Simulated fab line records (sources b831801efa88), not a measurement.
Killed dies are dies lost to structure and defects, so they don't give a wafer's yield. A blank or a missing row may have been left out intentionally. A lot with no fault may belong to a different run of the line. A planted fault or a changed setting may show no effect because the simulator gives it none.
Matching of chambers + flow sky130 + 4 sister chambers for SKY_VIA3_ETCH_15 on rie_diel-01
The step etches SiO2 in C4F8/O2/Ar, stops on TiN, target depth 507 nm, time 78 s. 8 wafers are shown with their chamber, then 9 later ones without.

== WAFERS PAIRED WITH THEIR CHAMBERS ==
| wafer  | chamber | oes_product_au (a.u.) | rf_fwd_power_W (W) |
|--------|---------|-----------------------|--------------------|
| L078.3 | 1       | 0.951                 | 1494               |
| L077.2 | 3       | 0.946                 | 1482               |
| L083.4 | 1       | 0.951                 | 1490               |
| L083.5 | 0       | 0.952                 | 1493               |
| L083.6 | 3       | 0.942                 | 1495               |
| L090.3 | 2       | 0.951                 | 1491               |
| L090.4 | 0       | 0.949                 | 1488               |
| L090.5 | 2       | 0.950                 | 1494               |

== WAFERS MISSING THEIR CHAMBER ==
| wafer  | oes_product_au (a.u.) | rf_fwd_power_W (W) |
|--------|-----------------------|--------------------|
| L091.1 | 0.949                 | 1488               |
| L091.4 | 0.947                 | 1487               |
| L091.5 | 0.946                 | 1478               |
| L092.4 | 0.948                 | 1486               |
| L092.5 | 0.937                 | 1487               |
| L092.6 | 0.952                 | 1484               |
| L095.1 | 0.948                 | 1489               |
| L095.5 | 0.954                 | 1493               |
| L095.6 | 0.943                 | 1491               |

== THE CHAMBER EACH PASSED THROUGH ==
| wafer  | from the rows above               | in truth                   |
|--------|-----------------------------------|----------------------------|
| L091.1 | can't be placed: 0 or 2 or 1 or 3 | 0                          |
| L091.4 | can't be placed: 3 or 0 or 2 or 1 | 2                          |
| L091.5 | can't be placed: 3 or 0 or 2 or 1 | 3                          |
| L092.4 | can't be placed: 0 or 2 or 1 or 3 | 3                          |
| L092.5 | 3                                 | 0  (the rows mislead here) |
| L092.6 | can't be placed: 0 or 1 or 2      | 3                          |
| L095.1 | can't be placed: 0 or 2 or 1 or 3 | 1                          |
| L095.5 | can't be placed: 1 or 2 or 0      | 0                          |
| L095.6 | 3                                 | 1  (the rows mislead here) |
Correctly placed: 0 of 9. Unplaceable from these rows: 7, with the true chamber sitting among the candidates in 6. Wrongly placed: 2.
How it was worked out, from the rows above alone: a wafer's distance from a chamber is the root of the sum, over the readings, of the square of ((its reading less the chamber's mean) divided by the reading's scatter). The wafer belongs to the nearest chamber; if the next one is less than 2 further off, it can't be placed. The mean given for a chamber averages the wafers shown for that chamber. The scatter is the square root of a quotient: the sum, over the shown wafers, of each reading's squared deviation from its chamber's mean, divided by wafers minus chambers.
